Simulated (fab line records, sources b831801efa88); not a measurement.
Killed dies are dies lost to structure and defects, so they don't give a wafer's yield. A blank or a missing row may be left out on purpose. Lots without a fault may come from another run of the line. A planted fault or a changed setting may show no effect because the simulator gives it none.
A struck lot beside a sound one | flow sky130 | 36 steps out of a route of 708
Sound: wafers L414.3, L414.4, L414.5. Struck: wafers L407.2, L407.3, L407.4. The cause comes at the end.
At each step with rows: each side's tool, then ch and its chambers, then its first start. Under that, the readings that differ: sound wafers | struck wafers | difference of the means | sigmas: that difference in standard deviations of wafers without a fault.
alike: readings whose means differ by less than 2 such deviations, and words and numbers that are the same on both sides. not compared: withheld readings, readings that some wafer has no value for, bounds like >300 that may hide the same value, and numbers for which the record gives no deviation and whose values overlap.
The two part at a step that has a row with sigmas, a row that says differs or no value, or rows on one side only. Numbers that don't overlap but have no deviation are shown without sigmas and don't part them. A reading that every wafer of one side lacks parts them only if that side has two wafers or more.

first, 10 steps without rows for these wafers: SKY_POLY_CUT_ETCH_10 (etches BARC in N2/H2, stops on SiO2, time 45.9 s, target depth 60 nm); SKY_POLY_CUT_ETCH_11 (etches Si3N4 in CF4/CH2F2/Ar, stops on poly-Si, time 42.5 s, target depth 60 nm); SKY_POLY_CUT_STRIP_12 (strips in O2/N2); SKY_SD_P_DEHYDRATE_00 (time 60 s); SKY_SD_P_HMDS_01 (prime time 60 s); SKY_SD_P_COAT_02 (resist thk 1140 nm); SKY_SD_P_SOFTBAKE_03 (time 60 s); SKY_SD_P_EXPOSE_04 (exposes mask PSDM, target cd 380 nm); SKY_SD_P_PEB_05; SKY_SD_P_DEVELOP_06 (develop time 60 s).
SKY_SD_P_IMPLANT_09:
  sound on implanter-02 ch 0, day 33 22:37; struck on implanter-03 ch 0, day 33 21:46
  reading       | sound                            | struck                          | difference  | sigmas
  beam_on_s (s) | 12.68 12.36 12.60                | 19.45 19.67 20.10               | +7.19       | +27
  dose_ions_cm2 | 3.0015e+15 2.9979e+15 3.0015e+15 | 4.7801e+15 4.7745e+15 4.778e+15 | +1.7772e+15 | +99 or more
  alike: faraday_current_uA
SKY_SD_P_STRIP_10: strips in O2/N2.
  sound on plasma_asher-02 ch 0,1, day 33 22:44; struck on plasma_asher-01 ch 0,1, day 33 21:53
  reading                      | sound             | struck            | difference | sigmas
  oes_product_au (a.u.)        | 0.606 0.615 0.616 | 0.597 0.595 0.594 | -0.017     | -3
  strip_time_to_endpoint_s (s) | 17.46 17.43 17.44 | 18.50 18.48 18.46 | +1.04      | +26
  alike: chamber_pressure_mTorr, drypump_motor_current_A
  not compared: rf_hours_counter_h
SKY_SD_P_TW_MEAS_11:
  sound on film_metro-04, day 33 22:50; struck on film_metro-04, day 33 22:00
  reading | sound          | struck         | difference | sigmas
  SD_P_TW | 2843 2838 2848 | 3042 3058 3053 | +208       | +8
then, 21 steps without rows for these wafers: SKY_RES_XHIGH_DEHYDRATE_00 (time 60 s); SKY_RES_XHIGH_HMDS_01 (prime time 60 s); SKY_RES_XHIGH_COAT_02 (resist thk 1140 nm); SKY_RES_XHIGH_SOFTBAKE_03 (time 60 s); SKY_RES_XHIGH_EXPOSE_04 (exposes mask URPM, target cd 1270 nm); SKY_RES_XHIGH_PEB_05; SKY_RES_XHIGH_DEVELOP_06 (develop time 60 s); SKY_RES_XHIGH_IMPLANT_07; SKY_RES_XHIGH_STRIP_08 (strips in O2/N2); SKY_SD_N_DEHYDRATE_00 (time 60 s); SKY_SD_N_HMDS_01 (prime time 60 s); SKY_SD_N_COAT_02 (resist thk 1140 nm); SKY_SD_N_SOFTBAKE_03 (time 60 s); SKY_SD_N_EXPOSE_04 (exposes mask NSDM, target cd 380 nm); SKY_SD_N_PEB_05; SKY_SD_N_DEVELOP_06 (develop time 60 s); SKY_SD_N_IMPLANT_09; SKY_SD_N_IMPLANT_10; SKY_SD_N_STRIP_11 (strips in O2/N2); SKY_SD_N_CLEAN_13 (cleans in SC1/SC2, time 150 s); SKY_SD_N_RTA_14 (time 2 s).
-- the record jumps here: 2 days lie between the struck wafers' starts before and after --
SKY_SD_N_RS_MEAS_17: measures by four-point-probe.
  sound on film_metro-04, day 36 03:59; struck on film_metro-04, day 36 02:22
  reading          | sound             | struck            | difference | sigmas
  SD_P_RS (ohm/sq) | 146.9 146.7 146.8 | 140.3 140.7 140.5 | -6.3       | -17
-- the record jumps here: 16 days lie between the struck wafers' starts before and after (it left off in module SD_N and takes up again in module PAD_OPEN, whose first step shown is number 708 of the route) --
SKY_PAD_OPEN_PROBE_99:
  sound on prober-02, day 51 18:23; struck on prober-02, day 51 14:34
  reading                             | sound             | struck            | difference | sigmas
  model.etest.res_high_po.line_ohm_um | 732.2 713.5 738.2 | 573.5 568 575.6   | -155.6     |
  model.etest.res_pdiff.line_ohm_um   | 1369 1344 1326    | 1197 1251 1226    | -122       |
  model.etest.pfet_01v8.r_on_ohm_um   | 2925 2855 2911    | 2767 2751 2740    | -144       |
  model.etest.licon_high_po.rc_ohm    | 339.9 327.3 355.6 | 218.3 211 224.1   | -123.1     |
  model.etest.licon_pdiff.rc_ohm      | 543.5 569.5 577.3 | 499.4 505.3 504.3 | -60.4      |
  model.etest.res_high_po.rs_ohm_sq   | 257.7 253 257.7   | 200.8 199.3 198.7 | -56.5      |
  model.etest.res_pdiff_hv.rs_ohm_sq  | 187.5 185.5 187.2 | 169.8 168.4 168.8 | -17.7      |
  model.etest.res_pdiff.rs_ohm_sq     | 193.5 192.5 192.1 | 176.3 175.6 177.3 | -16.3      |
  alike: killed_at_M0_to_M3, killed_at_M4_up, killed_at_contacts, killed_at_front_end, killed_at_other, killed_dies, killed_open, killed_short

WHERE THEY PART
First at SKY_SD_P_IMPLANT_09; last, within this record, at SKY_SD_N_RS_MEAS_17. Later steps at which nothing parts them and some readings are alike: SKY_PAD_OPEN_PROBE_99.

WHY: what the simulator had put in
Process parameter drift: implanter-03, from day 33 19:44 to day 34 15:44, at SKY_SD_P_IMPLANT_09. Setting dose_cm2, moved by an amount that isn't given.
